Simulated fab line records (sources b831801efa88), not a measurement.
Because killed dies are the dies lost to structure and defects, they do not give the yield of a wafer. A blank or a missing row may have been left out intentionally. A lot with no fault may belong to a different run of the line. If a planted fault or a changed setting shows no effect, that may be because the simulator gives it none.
fab line records + flow gf180mcu
record
- lots=6
- wafers=18
- lastDay=34
route steps=602 shown V5@556 TOP_METAL@567
lots that met no fault: from a run of the same line without faults
startH: hours from the record's first day to the start of the lot's first wafer shown + waitH: hours from the lot's prior step to this one + " the same as in the row above + L1.1+2: several wafers, shown together as one row + - either no value or no given start + * or withheld: withheld + < > ~ a bound
route shown NAME@n: NAME is a module with steps in the file, n the number in the route of the first one + usual: average and standard deviation across the fault-free wafers + same: alike in all rows + chamber/n: place in a boat + sites: each site's reading + _std_site: how widely they spread, as a standard deviation + _edge_site: the outer-site mean with the inner-site mean subtracted + radiusMm: how far each site lies from the wafer's centre + mask NAME#n: copy n + behind: the most recent tool/chamber to have shaped the wafer + hold: the reason the lot was held/the length of the hold in hours/how it ended + device: whichever transistor did not switch (one of n, p or np) + end of line: at the end of the route, the tests of the same wafers + a step with no rows: only its recipe + killed: the dies lost at the first sort to structure and to defects; this is not the yield of the wafer + map: per-die view of a wafer (x killed, . not killed, _ where there is no die)
set.NAME: the setting the step ran with; set.NAME@STEP: the setting that earlier step ran with + model.NAME: the simulator's own value behind a step, which no gauge read
lots at selected steps of the route; one table per step, one row per wafer
services: the hour from which a tool's chamber was out of use, counted from the record's first day as startH (under 0 if before that day), plus the number of hours and why
## steps
# step GF_V5_ETCH_16
# recipe
- chemistry=N2/H2
- targetDepthA=withheld
- overetchA=withheld
- timeS=withheld
- target=BARC
- ionEnergyEv=200
- sourceW=500
- biasW=100
- pressureMtorr=30
- n2FlowSccm=100
- h2FlowSccm=200
# usual
- drypumpMotorCurrentA=5.7/0.59
- oesProductAu=0.854/0.0044
- throttleValvePct=13.225/0.0086
| lot.wafer | tool       | chamber | startH | waitH | drypumpMotorCurrentA | oesProductAu | throttleValvePct |
|-----------|------------|---------|--------|-------|----------------------|--------------|------------------|
| L459.2    | rieDiel-02 | 3       | 657.19 | 0.0   | 5.5                  | 0.847        | 13.245           |
| L459.4    | "          | 1       | "      | "     | 5.3                  | 0.860        | 13.208           |
| L459.6    | "          | 1       | "      | "     | 5.3                  | 0.862        | 13.236           |
| L461.1    | rieDiel-02 | 3       | 673.55 | 0.0   | 5.5                  | 0.859        | 13.230           |
| L461.2    | "          | 1       | "      | "     | 5.3                  | 0.855        | 13.233           |
| L461.3    | "          | 0       | "      | "     | 6.2                  | 0.856        | 13.216           |
| L465.1    | rieDiel-01 | 3       | 698.60 | 0.0   | 6.4                  | 0.854        | 13.230           |
| L465.5    | "          | 3       | "      | "     | 6.4                  | 0.855        | 13.228           |
| L465.6    | "          | 2       | "      | "     | 6.5                  | 0.864        | 13.218           |
| L466.1    | rieDiel-01 | 1       | 707.05 | 0.0   | 4.8                  | 0.855        | 13.242           |
| L466.3    | "          | 2       | "      | "     | 6.5                  | 0.853        | 13.219           |
| L466.6    | "          | 1       | "      | "     | 4.8                  | 0.858        | 13.223           |
| L468.1    | rieDiel-01 | 1       | 725.19 | 0.0   | 4.9                  | 0.853        | 13.228           |
| L468.4    | "          | 0       | "      | "     | 5.2                  | 0.848        | 13.227           |
| L468.6    | "          | 1       | "      | "     | 4.8                  | 0.862        | 13.233           |
| L478.3    | rieDiel-04 | 2       | 786.75 | 0.0   | 4.9                  | 0.854        | 13.222           |
| L478.5    | "          | 2       | "      | "     | 4.9                  | 0.849        | 13.233           |
| L478.6    | "          | 1       | "      | "     | 5.6                  | 0.861        | 13.219           |
# step GF_V5_ETCH_17
# recipe
- chemistry=C4F8/O2/Ar
- maskMaterial=KrF
- target=SiO2
- stopOn=TiN
- sourceW=1500
- biasW=1200
- pressureMtorr=40
- c4f8FlowSccm=withheld
- O2_flow_sccm=6
- Ar_flow_sccm=300
- timeS=withheld
- targetDepthA=8550
# step GF_V5_STRIP_18
# recipe
- chemistry=O2/N2
- powerW=1400
- pressureMtorr=1500
- platenTempC=250
- o2FlowSccm=3000
- n2FlowSccm=300
- overashFraction=0.5
# step GF_V5_STRIP_19
# recipe
- chemistry=postEtchResidueRemover
- timeS=1200
- tempC=72.5
# step GF_V5_CLEAN_20
# recipe
- chemistry=DIW
- dry=n2Spin
# step GF_V5_SPUTTER_21
# recipe
- material=Ti
- targetThkNm=15
- chamberPressurePa=5
- powerW=2500
- substrateTempC=200
- timeS=80.02
# usual
- cathodeDcPowerW=2500.0/0.43
- chamberPressurePa=5.003/0.01
- throttleValvePct=30.3/0.81
| lot.wafer | tool          | chamber | startH | waitH | cathodeDcPowerW | chamberPressurePa | throttleValvePct |
|-----------|---------------|---------|--------|-------|-----------------|-------------------|------------------|
| L459.2    | pvdSputter-02 | -       | 657.89 | 0.0   | 2500.9          | 5.014             | 30.6             |
| L459.4    | "             | -       | "      | "     | 2499.9          | 5.007             | 30.6             |
| L459.6    | "             | -       | "      | "     | 2499.8          | 5.003             | 30.4             |
| L461.1    | pvdSputter-02 | -       | 674.24 | 0.0   | 2499.9          | 4.998             | 30.7             |
| L461.2    | "             | -       | "      | "     | 2499.6          | 5.013             | 29.7             |
| L461.3    | "             | -       | "      | "     | 2500.3          | 5.006             | 30.6             |
| L465.1    | pvdSputter-01 | -       | 699.29 | 0.0   | 2499.7          | 4.987             | 29.5             |
| L465.5    | "             | -       | "      | "     | 2499.7          | 5.001             | 31.2             |
| L465.6    | "             | -       | "      | "     | 2500.1          | 5.006             | 29.1             |
| L466.1    | pvdSputter-01 | -       | 707.74 | 0.0   | 2499.9          | 4.996             | 31.0             |
| L466.3    | "             | -       | "      | "     | 2499.9          | 4.995             | 29.7             |
| L466.6    | "             | -       | "      | "     | 2499.7          | 5.014             | 29.1             |
| L468.1    | pvdSputter-03 | -       | 725.89 | 0.0   | 2500.3          | 4.993             | 30.0             |
| L468.4    | "             | -       | "      | "     | 2499.0          | 4.994             | 30.9             |
| L468.6    | "             | -       | "      | "     | 2500.1          | 5.006             | 29.7             |
| L478.3    | pvdSputter-02 | -       | 787.44 | 0.0   | 2499.7          | 5.011             | 32.0             |
| L478.5    | "             | -       | "      | "     | 2500.1          | 5.008             | 29.8             |
| L478.6    | "             | -       | "      | "     | 2500.2          | 5.010             | 30.6             |
# step GF_V5_SPUTTER_22
# recipe
- material=TiN
- targetThkNm=10
- chamberPressurePa=5
- powerW=4000
- timeS=40
# step GF_V5_CVD_23
# recipe
- material=W
- targetThkNm=350
- timeS=104.9
- tempC=400
- pressureTorr=40
# step GF_V5_RS_MEAS_24
# recipe
- thkMeasGauge=four-point-probe
- reads=W_of_V5_CVD_23+TiN_of_V5_SPUTTER_22+Ti_of_V5_SPUTTER_21
# usual
- V5_W_RS=0.328/0.0036
| lot.wafer | tool         | chamber | startH | waitH | V5_W_RS[ohm/sq] |
|-----------|--------------|---------|--------|-------|-----------------|
| L459.2    | filmMetro-04 | -       | 658.12 | 0.1   | 0.324           |
| L459.4    | "            | -       | "      | "     | 0.324           |
| L459.6    | "            | -       | "      | "     | 0.327           |
| L461.1    | filmMetro-02 | -       | 674.45 | 0.1   | 0.332           |
| L461.2    | "            | -       | "      | "     | 0.328           |
| L461.3    | "            | -       | "      | "     | 0.334           |
| L465.1    | filmMetro-02 | -       | 699.50 | 0.1   | 0.323           |
| L465.5    | "            | -       | "      | "     | 0.329           |
| L465.6    | "            | -       | "      | "     | 0.321           |
| L466.1    | filmMetro-04 | -       | 707.95 | 0.1   | 0.323           |
| L466.3    | "            | -       | "      | "     | 0.327           |
| L466.6    | "            | -       | "      | "     | 0.328           |
| L468.1    | filmMetro-04 | -       | 726.10 | 0.1   | 0.334           |
| L468.4    | "            | -       | "      | "     | 0.332           |
| L468.6    | "            | -       | "      | "     | 0.333           |
| L478.3    | filmMetro-04 | -       | 787.69 | 0.1   | 0.330           |
| L478.5    | "            | -       | "      | "     | 0.329           |
| L478.6    | "            | -       | "      | "     | 0.334           |
# step GF_V5_THK_MEAS_25
# recipe
- thkMeasGauge=xrf
- reads=W_of_V5_CVD_23
# usual
- V5_W_THK=351/5.6
| lot.wafer | tool         | chamber | startH | waitH | V5_W_THK[nm] |
|-----------|--------------|---------|--------|-------|--------------|
| L459.2    | filmMetro-04 | -       | 658.23 | 0.1   | 351          |
| L459.4    | "            | -       | "      | "     | 355          |
| L459.6    | "            | -       | "      | "     | 347          |
| L461.1    | filmMetro-02 | -       | 674.57 | 0.1   | 347          |
| L461.2    | "            | -       | "      | "     | 354          |
| L461.3    | "            | -       | "      | "     | 346          |
| L465.1    | filmMetro-02 | -       | 699.62 | 0.1   | 358          |
| L465.5    | "            | -       | "      | "     | 352          |
| L465.6    | "            | -       | "      | "     | 363          |
| L466.1    | filmMetro-04 | -       | 708.07 | 0.1   | 352          |
| L466.3    | "            | -       | "      | "     | 347          |
| L466.6    | "            | -       | "      | "     | 347          |
| L468.1    | filmMetro-04 | -       | 726.22 | 0.1   | 341          |
| L468.4    | "            | -       | "      | "     | 343          |
| L468.6    | "            | -       | "      | "     | 342          |
| L478.3    | filmMetro-04 | -       | 787.79 | 0.1   | 344          |
| L478.5    | "            | -       | "      | "     | 347          |
| L478.6    | "            | -       | "      | "     | 343          |
# step GF_V5_CMP_26
# recipe
- stopOn=SiO2
- downForcePsi=3.5
- platenRpm=60
- tOverpolishS=15
- targetThkNm=0
- padVelocityMS=0.94248
# step GF_TOP_METAL_SPUTTER_00
# recipe
- material=Ti
- targetThkNm=37.5
- arrivingIonEnergyEv=80
- substrateTempC=200
- chamberPressurePa=2
- powerW=4000
- timeS=150
# step GF_TOP_METAL_SPUTTER_01
# recipe
- material=TiN
- targetThkNm=30
- powerW=6500
- timeS=25
- chamberPressurePa=0.4
# usual
- cathodeDcPowerW=6500.0/1.1
- chamberPressurePa=0.4000/0.00081
- throttleValvePct=29.8/0.87
| lot.wafer | tool          | chamber | startH | waitH | cathodeDcPowerW | chamberPressurePa | throttleValvePct |
|-----------|---------------|---------|--------|-------|-----------------|-------------------|------------------|
| L459.2    | pvdSputter-04 | -       | 658.68 | 0.1   | 6502.1          | 0.3985            | 30.4             |
| L459.4    | "             | -       | "      | "     | 6499.4          | 0.4002            | 30.6             |
| L459.6    | "             | -       | "      | "     | 6498.0          | 0.3992            | 30.2             |
| L461.1    | pvdSputter-03 | -       | 675.03 | 0.1   | 6498.4          | 0.3993            | 30.0             |
| L461.2    | "             | -       | "      | "     | 6500.0          | 0.3993            | 30.7             |
| L461.3    | "             | -       | "      | "     | 6501.7          | 0.4009            | 29.5             |
| L465.1    | pvdSputter-03 | -       | 700.08 | 0.1   | -               | -                 | -                |
| L465.5    | "             | -       | "      | "     | -               | -                 | -                |
| L465.6    | "             | -       | "      | "     | -               | -                 | -                |
| L466.1    | pvdSputter-01 | -       | 708.66 | 0.1   | -               | -                 | -                |
| L466.3    | "             | -       | "      | "     | -               | -                 | -                |
| L466.6    | "             | -       | "      | "     | -               | -                 | -                |
| L468.1    | pvdSputter-03 | -       | 726.68 | 0.1   | 6499.7          | 0.3995            | 30.3             |
| L468.4    | "             | -       | "      | "     | 6501.9          | 0.4016            | 29.7             |
| L468.6    | "             | -       | "      | "     | 6501.2          | 0.3993            | 31.0             |
| L478.3    | pvdSputter-01 | -       | 788.23 | 0.1   | 6497.9          | 0.3989            | 29.5             |
| L478.5    | "             | -       | "      | "     | 6500.1          | 0.4011            | 29.6             |
| L478.6    | "             | -       | "      | "     | 6499.2          | 0.4014            | 29.1             |
# step GF_TOP_METAL_SPUTTER_02
# recipe
- material=AlCu
- targetThkNm=900
- powerW=10600
- chamberPressurePa=0.3
- substrateTempC=250
- gas=Ar
- timeS=47.82
# step GF_TOP_METAL_SPUTTER_03
# recipe
- material=Ti
- targetThkNm=5
- substrateTempC=300
- chamberPressurePa=0.3
- powerW=3000
- timeS=3.3
# usual
- cathodeDcPowerW=3000.1/0.56
- chamberPressurePa=0.3000/0.00057
- throttleValvePct=29.8/0.87
| lot.wafer | tool          | chamber | startH | waitH | cathodeDcPowerW | chamberPressurePa | throttleValvePct |
|-----------|---------------|---------|--------|-------|-----------------|-------------------|------------------|
| L459.2    | pvdSputter-04 | -       | 658.75 | 0.0   | 3000.2          | 0.2998            | 30.1             |
| L459.4    | "             | -       | "      | "     | 2998.5          | 0.2996            | 30.8             |
| L459.6    | "             | -       | "      | "     | 3000.4          | 0.3002            | 30.1             |
| L461.1    | pvdSputter-03 | -       | 675.11 | 0.0   | 3001.1          | 0.3005            | 29.9             |
| L461.2    | "             | -       | "      | "     | 2999.5          | 0.2998            | 30.7             |
| L461.3    | "             | -       | "      | "     | 2999.5          | 0.2993            | 29.7             |
| L465.1    | pvdSputter-03 | -       | 700.16 | 0.0   | 3000.6          | 0.2989            | 30.8             |
| L465.5    | "             | -       | "      | "     | 3000.3          | 0.2994            | 30.3             |
| L465.6    | "             | -       | "      | "     | 3000.0          | 0.3001            | 30.1             |
| L466.1    | pvdSputter-01 | -       | 708.74 | 0.0   | 2999.3          | 0.3004            | 30.7             |
| L466.3    | "             | -       | "      | "     | 2999.6          | 0.2991            | 29.1             |
| L466.6    | "             | -       | "      | "     | 3000.6          | 0.3002            | 29.0             |
| L468.1    | pvdSputter-03 | -       | 726.75 | 0.0   | 2999.4          | 0.3012            | 30.2             |
| L468.4    | "             | -       | "      | "     | 2999.8          | 0.3008            | 29.6             |
| L468.6    | "             | -       | "      | "     | 3000.5          | 0.3001            | 30.9             |
| L478.3    | pvdSputter-01 | -       | 788.30 | 0.0   | 3000.1          | 0.3004            | 29.8             |
| L478.5    | "             | -       | "      | "     | 2999.9          | 0.3004            | 29.7             |
| L478.6    | "             | -       | "      | "     | 2999.3          | 0.3002            | 29.1             |
# step GF_TOP_METAL_SPUTTER_04
# recipe
- material=TiN
- targetThkNm=25
- powerW=6500
- timeS=20.8
- chamberPressurePa=0.4
# usual
- cathodeDcPowerW=6499.9/1
- chamberPressurePa=0.3999/0.00075
- throttleValvePct=29.8/0.86
| lot.wafer | tool          | chamber | startH | waitH | cathodeDcPowerW | chamberPressurePa | throttleValvePct |
|-----------|---------------|---------|--------|-------|-----------------|-------------------|------------------|
| L459.2    | pvdSputter-04 | -       | 658.77 | 0.0   | 6501.2          | 0.4010            | 30.1             |
| L459.4    | "             | -       | "      | "     | 6501.7          | 0.4011            | 30.9             |
| L459.6    | "             | -       | "      | "     | 6498.5          | 0.3990            | 30.3             |
| L461.1    | pvdSputter-03 | -       | 675.13 | 0.0   | 6500.2          | 0.4000            | 30.0             |
| L461.2    | "             | -       | "      | "     | 6501.4          | 0.3995            | 31.0             |
| L461.3    | "             | -       | "      | "     | 6498.7          | 0.3998            | 29.9             |
| L465.1    | pvdSputter-03 | -       | 700.17 | 0.0   | 6499.6          | 0.4000            | 31.0             |
| L465.5    | "             | -       | "      | "     | 6501.2          | 0.4008            | 29.9             |
| L465.6    | "             | -       | "      | "     | 6499.2          | 0.3995            | 30.2             |
| L466.1    | pvdSputter-01 | -       | 708.76 | 0.0   | 6497.9          | 0.4005            | 30.9             |
| L466.3    | "             | -       | "      | "     | 6499.8          | 0.4000            | 29.3             |
| L466.6    | "             | -       | "      | "     | 6499.1          | 0.4000            | 29.4             |
| L468.1    | pvdSputter-03 | -       | 726.77 | 0.0   | 6498.2          | 0.3998            | 30.1             |
| L468.4    | "             | -       | "      | "     | 6500.4          | 0.4006            | 29.8             |
| L468.6    | "             | -       | "      | "     | 6500.8          | 0.3999            | 31.1             |
| L478.3    | pvdSputter-01 | -       | 788.32 | 0.0   | 6500.6          | 0.3999            | 29.5             |
| L478.5    | "             | -       | "      | "     | 6499.3          | 0.3994            | 29.7             |
| L478.6    | "             | -       | "      | "     | 6498.0          | 0.3996            | 29.0             |
# step GF_TOP_METAL_DEHYDRATE_07
# recipe
- tempC=200
- timeS=60
# step GF_TOP_METAL_HMDS_08
# recipe
- primeTimeS=60
- primeTempC=120
# step GF_TOP_METAL_COAT_09
# recipe
- resist=NOVOLAK
- spinRpm=3000
- resistThkNm=1500
# step GF_TOP_METAL_SOFTBAKE_10
# recipe
- tempC=90
- timeS=60
- resist=NOVOLAK
# step GF_TOP_METAL_EXPOSE_11
# recipe
- maskId=MetalTop
- targetCdNm=440
- na=0.6
- sourceShape=conventional
- sigmaOuter=0.6
- doseMj=170
# step GF_TOP_METAL_PEB_12
# recipe
- tempC=withheld
- timeS=*
- resist=NOVOLAK
# step GF_TOP_METAL_DEVELOP_13
# recipe
- developTimeS=60
- devTempC=23
# step GF_TOP_METAL_CD_MEAS_14
# recipe
- targetCdNm=440
# usual
- cdNm=441.0/1.7
| lot.wafer | tool     | chamber | startH | waitH | cdNm  |
|-----------|----------|---------|--------|-------|-------|
| L459.2    | cdSem-01 | -       | 677.77 | 0.1   | 442.8 |
| L459.4    | "        | -       | "      | "     | 443.9 |
| L459.6    | "        | -       | "      | "     | 443.3 |
| L461.1    | cdSem-02 | -       | 693.40 | 0.1   | 443.5 |
| L461.2    | "        | -       | "      | "     | 443.3 |
| L461.3    | "        | -       | "      | "     | 444.9 |
| L465.1    | cdSem-02 | -       | 718.25 | 0.1   | 440.0 |
| L465.5    | "        | -       | "      | "     | 442.1 |
| L465.6    | "        | -       | "      | "     | 440.8 |
| L466.1    | cdSem-02 | -       | 726.45 | 0.1   | 440.1 |
| L466.3    | "        | -       | "      | "     | 441.1 |
| L466.6    | "        | -       | "      | "     | 440.1 |
| L468.1    | cdSem-02 | -       | 743.14 | 0.1   | 439.8 |
| L468.4    | "        | -       | "      | "     | 439.6 |
| L468.6    | "        | -       | "      | "     | 440.9 |
| L478.3    | cdSem-02 | -       | 803.49 | 0.1   | 441.9 |
| L478.5    | "        | -       | "      | "     | 442.2 |
| L478.6    | "        | -       | "      | "     | 445.4 |
# step GF_TOP_METAL_OVL_MEAS_15
# usual
- TOP_METAL_OVL=0.1/1.5
| lot.wafer | tool       | chamber | startH | waitH | TOP_METAL_OVL[nm] |
|-----------|------------|---------|--------|-------|-------------------|
| L459.2    | overlay-01 | -       | 677.88 | 0.1   | 0.5               |
| L459.4    | "          | -       | "      | "     | 1.6               |
| L459.6    | "          | -       | "      | "     | 2.0               |
| L461.1    | overlay-02 | -       | 693.52 | 0.1   | 1.9               |
| L461.2    | "          | -       | "      | "     | 0.7               |
| L461.3    | "          | -       | "      | "     | 1.6               |
| L465.1    | overlay-02 | -       | 718.37 | 0.1   | 1.6               |
| L465.5    | "          | -       | "      | "     | 2.5               |
| L465.6    | "          | -       | "      | "     | 1.5               |
| L466.1    | overlay-01 | -       | 726.57 | 0.1   | 0.5               |
| L466.3    | "          | -       | "      | "     | 1.6               |
| L466.6    | "          | -       | "      | "     | 0.3               |
| L468.1    | overlay-02 | -       | 743.26 | 0.1   | 0.1               |
| L468.4    | "          | -       | "      | "     | 1.0               |
| L468.6    | "          | -       | "      | "     | -1.8              |
| L478.3    | overlay-02 | -       | 803.60 | 0.1   | 0.0               |
| L478.5    | "          | -       | "      | "     | -1.1              |
| L478.6    | "          | -       | "      | "     | -1.2              |
# step GF_TOP_METAL_METAL_ETCH_16
# recipe
- chemistry=Cl2/BCl3
- maskMaterial=NOVOLAK
- targetDepthNm=1077.5
- stopOn=SiO2
- pressureMtorr=8
- icpW=800
- biasW=140
- Cl2_flow_sccm=80
- bcl3FlowSccm=40
- timeS=179.6
# usual
- drypumpMotorCurrentA=5.6/0.38
- mfcCl2Sccm=79.99/0.24
- oesProductAu=0.964/0.0073
- throttleValvePct=28.260/0.011
| lot.wafer | tool        | chamber | startH | waitH | drypumpMotorCurrentA | mfcCl2Sccm | oesProductAu | rfHoursCounterH | throttleValvePct |
|-----------|-------------|---------|--------|-------|----------------------|------------|--------------|-----------------|------------------|
| L459.2    | rieMetal-03 | 0       | 677.91 | 0.0   | 5.3                  | 79.91      | 0.961        | 6               | 28.266           |
| L459.4    | "           | 0       | "      | "     | 5.3                  | 80.03      | 0.961        | -               | 28.277           |
| L459.6    | "           | 0       | "      | "     | 5.3                  | 80.32      | 0.950        | -               | 28.250           |
| L461.1    | rieMetal-02 | 1       | 693.56 | 0.0   | 5.8                  | 80.23      | 0.959        | 2               | 28.258           |
| L461.2    | "           | 0       | "      | "     | 5.3                  | 79.82      | 0.953        | 7               | 28.268           |
| L461.3    | "           | 0       | "      | "     | 5.3                  | 80.09      | 0.945        | -               | 28.271           |
| L465.1    | rieMetal-02 | 1       | 718.41 | 0.0   | 5.8                  | 80.02      | 0.940        | 4               | 28.276           |
| L465.5    | "           | 0       | "      | "     | 5.3                  | 80.24      | 0.944        | -               | 28.260           |
| L465.6    | "           | 1       | "      | "     | 5.7                  | 80.50      | 0.942        | -               | 28.283           |
| L466.1    | rieMetal-03 | 1       | 726.61 | 0.0   | 5.6                  | 79.78      | 0.950        | 0               | 28.288           |
| L466.3    | "           | 1       | "      | "     | 5.6                  | 80.14      | 0.942        | -               | 28.277           |
| L466.6    | "           | 1       | "      | "     | 5.6                  | 80.27      | 0.933        | -               | 28.291           |
| L468.1    | rieMetal-03 | 0       | 743.29 | 0.0   | 5.3                  | 80.15      | 0.955        | 10              | 28.274           |
| L468.4    | "           | 1       | "      | "     | 5.6                  | 79.74      | 0.966        | -               | 28.258           |
| L468.6    | "           | 1       | "      | "     | 5.5                  | 79.89      | 0.964        | -               | 28.265           |
| L478.3    | rieMetal-03 | 0       | 803.69 | 0.1   | 5.3                  | 79.83      | 0.972        | -               | 28.246           |
| L478.5    | "           | 0       | "      | "     | 5.3                  | 79.74      | 0.963        | -               | 28.251           |
| L478.6    | "           | 1       | "      | "     | 5.6                  | 80.07      | 0.966        | -               | 28.255           |
# step GF_TOP_METAL_STRIP_17
# recipe
- chemistry=O2/N2
- powerW=1400
- pressureMtorr=1500
- platenTempC=250
- o2FlowSccm=3000
- n2FlowSccm=300
- overashFraction=0.5
# usual
- drypumpMotorCurrentA=6.1/0.39
- heaterPowerW=335/33
- oesProductAu=0.710/0.0044
- stripTimeToEndpointS=13.47/0.061
| lot.wafer | tool           | chamber | startH | waitH | drypumpMotorCurrentA | heaterPowerW | oesProductAu | rfHoursCounterH | stripTimeToEndpointS |
|-----------|----------------|---------|--------|-------|----------------------|--------------|--------------|-----------------|----------------------|
| L459.2    | plasmaAsher-01 | 1       | 678.08 | 0.1   | 6.1                  | 335          | 0.713        | 28              | 13.41                |
| L459.4    | "              | 1       | "      | "     | 6.1                  | 331          | 0.711        | -               | 13.40                |
| L459.6    | "              | 0       | "      | "     | 6.4                  | 297          | 0.710        | -               | 13.45                |
| L461.1    | plasmaAsher-01 | 0       | 693.73 | 0.1   | 6.4                  | 297          | 0.704        | 29              | 13.50                |
| L461.2    | "              | 1       | "      | "     | 6.1                  | 330          | 0.707        | 29              | 13.48                |
| L461.3    | "              | 1       | "      | "     | 6.1                  | 335          | 0.706        | -               | 13.46                |
| L465.1    | plasmaAsher-03 | 1       | 718.58 | 0.1   | 5.7                  | 363          | 0.708        | 106             | 13.55                |
| L465.5    | "              | 0       | "      | "     | 6.3                  | 351          | 0.703        | -               | 13.43                |
| L465.6    | "              | 1       | "      | "     | 5.7                  | 360          | 0.704        | -               | 13.54                |
| L466.1    | plasmaAsher-01 | 1       | 726.78 | 0.1   | 6.1                  | 333          | 0.711        | 33              | 13.42                |
| L466.3    | "              | 1       | "      | "     | 6.1                  | 344          | 0.706        | -               | 13.42                |
| L466.6    | "              | 1       | "      | "     | 6.1                  | 340          | 0.710        | -               | 13.44                |
| L468.1    | plasmaAsher-02 | 1       | 743.47 | 0.1   | 5.5                  | 302          | 0.708        | 66              | 13.57                |
| L468.4    | "              | 0       | "      | "     | 6.5                  | 393          | 0.711        | -               | 13.53                |
| L468.6    | "              | 0       | "      | "     | 6.5                  | 387          | 0.718        | -               | 13.57                |
| L478.3    | plasmaAsher-02 | 0       | 803.84 | 0.1   | 6.5                  | 385          | 0.706        | -               | 13.56                |
| L478.5    | "              | 1       | "      | "     | 5.5                  | 297          | 0.711        | -               | 13.46                |
| L478.6    | "              | 0       | "      | "     | 6.5                  | 387          | 0.702        | -               | 13.55                |
## services
| tool           | chamber | startH | hours | kind                  |
|----------------|---------|--------|-------|-----------------------|
| rieDiel-04     | 2       | 633.47 | 48.7  | repair                |
| rieDiel-01     | 1       | 636.90 | 7.6   | repair                |
| rieDiel-02     | 0       | 660.38 | 7.1   | repair                |
| rieDiel-04     | 0       | 662.81 | 9.8   | repair                |
| pvdSputter-04  | -       | 665.72 | 1.5   | repair                |
| rieDiel-01     | 1       | 671.29 | 27.6  | repair                |
| rieDiel-01     | 3       | 673.65 | 4.1   | repair                |
| pvdSputter-04  | -       | 678.08 | 4.6   | repair                |
| rieDiel-01     | 0       | 683.96 | 2.4   | repair                |
| rieDiel-04     | 1       | 696.53 | 2.7   | repair                |
| plasmaAsher-02 | -       | 711.59 | 6.4   | repair                |
| pvdSputter-04  | -       | 717.31 | 0.8   | repair                |
| rieDiel-04     | 3       | 720.02 | 12.0  | repair                |
| rieDiel-01     | 3       | 721.63 | 6.4   | repair                |
| rieDiel-02     | 3       | 723.94 | 1.2   | repair                |
| plasmaAsher-03 | -       | 727.07 | 4.1   | repair                |
| pvdSputter-01  | -       | 730.43 | 13.4  | repair                |
| plasmaAsher-03 | -       | 733.75 | 9.0   | pm                    |
| pvdSputter-03  | 2       | 747.98 | -     | consumableReplace:kit |
| pvdSputter-02  | -       | 751.58 | 5.3   | repair                |
| rieDiel-02     | 1       | 781.59 | 11.3  | repair                |
| rieDiel-04     | 3       | 782.72 | 22.4  | repair                |
| plasmaAsher-03 | -       | 786.18 | 0.5   | repair                |
| rieMetal-03    | 1       | 791.94 | 10.2  | repair                |
## key
firstSign
- step=GF_TOP_METAL_SPUTTER_01
- reading=toolRecord
- direction=missing
effect
- step=GF_TOP_METAL_METAL_ETCH_16
- reading=oesProductAu
- direction=down
- sigmas=3
- usual=0.964
- struck=0.942
metAt GF_TOP_METAL_SPUTTER_01
struckWafers L465.1,L465.5,L465.6,L466.1,L466.3,L466.6
laterRowsLeftOut L465.1,L465.5,L465.6,L466.1,L466.3,L466.6
sortLeftOut L465.1,L465.5,L465.6,L466.1,L466.3,L466.6
onsetBetween 675.03 700.08
fault
- kind=skippedStepWhole
- tool=pvdSputter-01,pvdSputter-03
- chamber=-
- onsetH=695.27
- steps=GF_TOP_METAL_SPUTTER_01
- scope=struckLotsOnly
# sortLeftOut: the simulated sort isn't trusted on such a fault, so these wafers' sort isn't shown, and their yield isn't known
# laterRowsLeftOut: the simulator's readings of these wafers behind a module that went badly wrong aren't trusted and aren't shown, but for the sort
